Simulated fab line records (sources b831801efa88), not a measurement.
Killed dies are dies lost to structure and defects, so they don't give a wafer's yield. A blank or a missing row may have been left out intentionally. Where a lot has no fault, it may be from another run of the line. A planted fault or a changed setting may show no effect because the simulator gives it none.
What tool caused it?	flow gf180mcu	13 lots, 39 wafers sampled, at 4 steps of a route of 602

== WHAT THE GAUGES SHOWED, per wafer ==
GF_M4_RS_MEAS_05: uses a four-point probe to measure.
lot	measured	on	M4_ALCU_RS (ohm/sq)
L939	day 22 08:59	film metro-01	0.0696 0.0698 0.0692
L941	day 22 23:16	film metro-04	0.0699 0.0696 0.0701
L943	day 24 03:27	film metro-01	0.0692 0.0694 0.0697
L944	day 24 03:28	film metro-03	0.0697 0.0700 0.0698
L945	day 24 12:34	film metro-01	0.0688 0.0684 0.0688
L946	day 24 22:34	film metro-01	0.0694 0.0696 0.0692
L947	day 25 09:44	film metro-01	0.0694 0.0695 0.0694
L948	day 25 15:16	film metro-03	0.0707 0.0701 0.0704
L951	day 26 17:02	film metro-01	0.0693 0.0694 0.0697
L953	day 27 06:41	film metro-04	0.0699 0.0692 0.0693
L959	day 28 23:32	film metro-03	0.0696 0.0697 0.0703
L960	day 29 03:31	film metro-04	0.0691 0.0687 0.0687
L962	day 29 17:10	film metro-04	0.0700 0.0703 0.0693

GF_V4_CD_MEAS_14: target cd 260 nm.
lot	measured	on	cd nm (nm)
L939	day 24 08:32	cd sem-01	258.2 258.6 257.7
L941	day 24 21:04	cd sem-02	260.3 262.0 260.5
L943	day 25 22:50	cd sem-02	262.5 261.5 262.7
L944	day 25 23:20	cd sem-02	262.1 260.6 261.4
L945	day 26 07:58	cd sem-02	258.6 261.3 260.8
L946	day 26 17:53	cd sem-01	258.4 259.6 259.3
L947	day 27 04:47	cd sem-01	259.8 259.9 261.1
L948	day 27 10:09	cd sem-02	261.3 261.6 262.4
L951	day 28 09:45	cd sem-01	255.8 256.1 256.5
L953	day 28 23:53	cd sem-01	255.6 255.9 255.4
L959	day 30 13:56	cd sem-01	259.9 259.5 259.9
L960	day 30 18:05	cd sem-01	259.7 260.3 259.1
L962	day 31 05:28	cd sem-02	260.2 260.3 259.2

== TOOL THAT RAN EACH LOT (tool first, then ch and the chambers of the sampled wafers, then the start) ==
lot	GF_M4_SPUTTER_00	GF_V4_SOFTBAKE_10
L939	pvd sputter-01, day 22 08:43	litho track-03 ch 0, day 23 21:00
L941	pvd sputter-04, day 22 23:03	litho track-02 ch 0, day 24 10:00
L943	pvd sputter-01, day 24 03:13	litho track-02 ch 0, day 25 12:00
L944	pvd sputter-04, day 24 03:15	litho track-02 ch 0, day 25 12:00
L945	pvd sputter-03, day 24 12:21	litho track-02 ch 0, day 25 21:00
L946	pvd sputter-01, day 24 22:21	litho track-02 ch 0, day 26 08:00
L947	pvd sputter-04, day 25 09:29	litho track-01 ch 0, day 26 18:00
L948	pvd sputter-03, day 25 15:00	litho track-02 ch 0, day 27 00:00
L951	pvd sputter-01, day 26 16:49	litho track-01 ch 0, day 27 23:00
L953	pvd sputter-04, day 27 06:28	litho track-01 ch 0, day 28 14:00
L959	pvd sputter-03, day 28 23:19	litho track-03 ch 0, day 30 04:00
L960	pvd sputter-03, day 29 03:17	litho track-03 ch 0, day 30 09:00
L962	pvd sputter-03, day 29 16:53	litho track-02 ch 0, day 30 20:00
- GF_M4_SPUTTER_00: material Ti, target thk 37.5 nm, time 150 s.
- GF_V4_SOFTBAKE_10: time 60 s.

== AS READ BY THE TOOLS THEMSELVES (means over the sampled wafers that have a number; for cases with no such wafer, the mark the record gives instead) ==
GF_M4_SPUTTER_00.
lot	tool	throttle valve pct (%)
L939	pvd sputter-01	30.4
L941	pvd sputter-04	29.1
L943	pvd sputter-01	30.6
L944	pvd sputter-04	29.5
L945	pvd sputter-03	30.2
L946	pvd sputter-01	30.6
L947	pvd sputter-04	28.9
L948	pvd sputter-03	30.1
L951	pvd sputter-01	30.1
L953	pvd sputter-04	29.2
L959	pvd sputter-03	30.4
L960	pvd sputter-03	30.1
L962	pvd sputter-03	30.6

GF_V4_SOFTBAKE_10.
lot	tool	heater power total W (W)	plate temp C (C)
L939	litho track-03	93.08	129.89
L941	litho track-02	93.01	130.18
L943	litho track-02	93.07	130.07
L944	litho track-02	93.07	130.03
L945	litho track-02	93.07	129.92
L946	litho track-02	93.02	129.97
L947	litho track-01	93.05	130.01
L948	litho track-02	93.05	129.94
L951	litho track-01	91.03	127.83
L953	litho track-01	90.96	127.63
L959	litho track-03	93.09	130.23
L960	litho track-03	93.08	129.93
L962	litho track-02	93.03	130.09

== THE ANSWER, worked out from the rows above alone ==
Rule: the lots themselves supply what counts as usual. Put in order of their means at a reading, lots are off if they are a third of the lots or fewer, leave a main group of 4 or more, and stand apart from it by a gap of 3 or more times the standard deviation of the main group's means; of several such gaps the widest counts. If all means in a main group match to the digits the tables above print for the reading, that group is not used. Also off: a lot with no number at a reading for which 4 or more lots have one. Any other lot the step has rows for is counted as sound. The gauges are gone through in route order, then the tools' own readings, and for those a lot's mean is taken as printed above. At the first step where some lot is off, the reading lying furthest off is the one used; lots without a number count as furthest.
Off: L951, L953 (GF_V4_SOFTBAKE_10, heater power total W). Mean 93.06 W and standard deviation 0.025 in the main group.
If a tool, at that step or one of the process steps before it, ran each lot that is off and ran no sound lot following the first of them, it fits. One fits: litho track-01 at GF_V4_SOFTBAKE_10. A fault onset in the window from L947 (day 26 18:00, its last sound lot) to L951 (day 27 23:00, its first lot off) fits.
The tool's own readings at GF_V4_SOFTBAKE_10 bear it out: on the lots that are off they differ by more than 5 times the standard deviation of the sound lots' means. heater power total W reads 91.00 W there against 93.06 W on the sound lots; plate temp C reads 127.73 C there against 130.02 C on the sound lots.

== WHAT THE SIMULATOR PUT IN ==
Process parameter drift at GF_V4_SOFTBAKE_10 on litho track-01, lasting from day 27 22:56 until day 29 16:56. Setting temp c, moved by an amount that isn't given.
Shown lots that were struck: L951, L953. The rule above found the same.
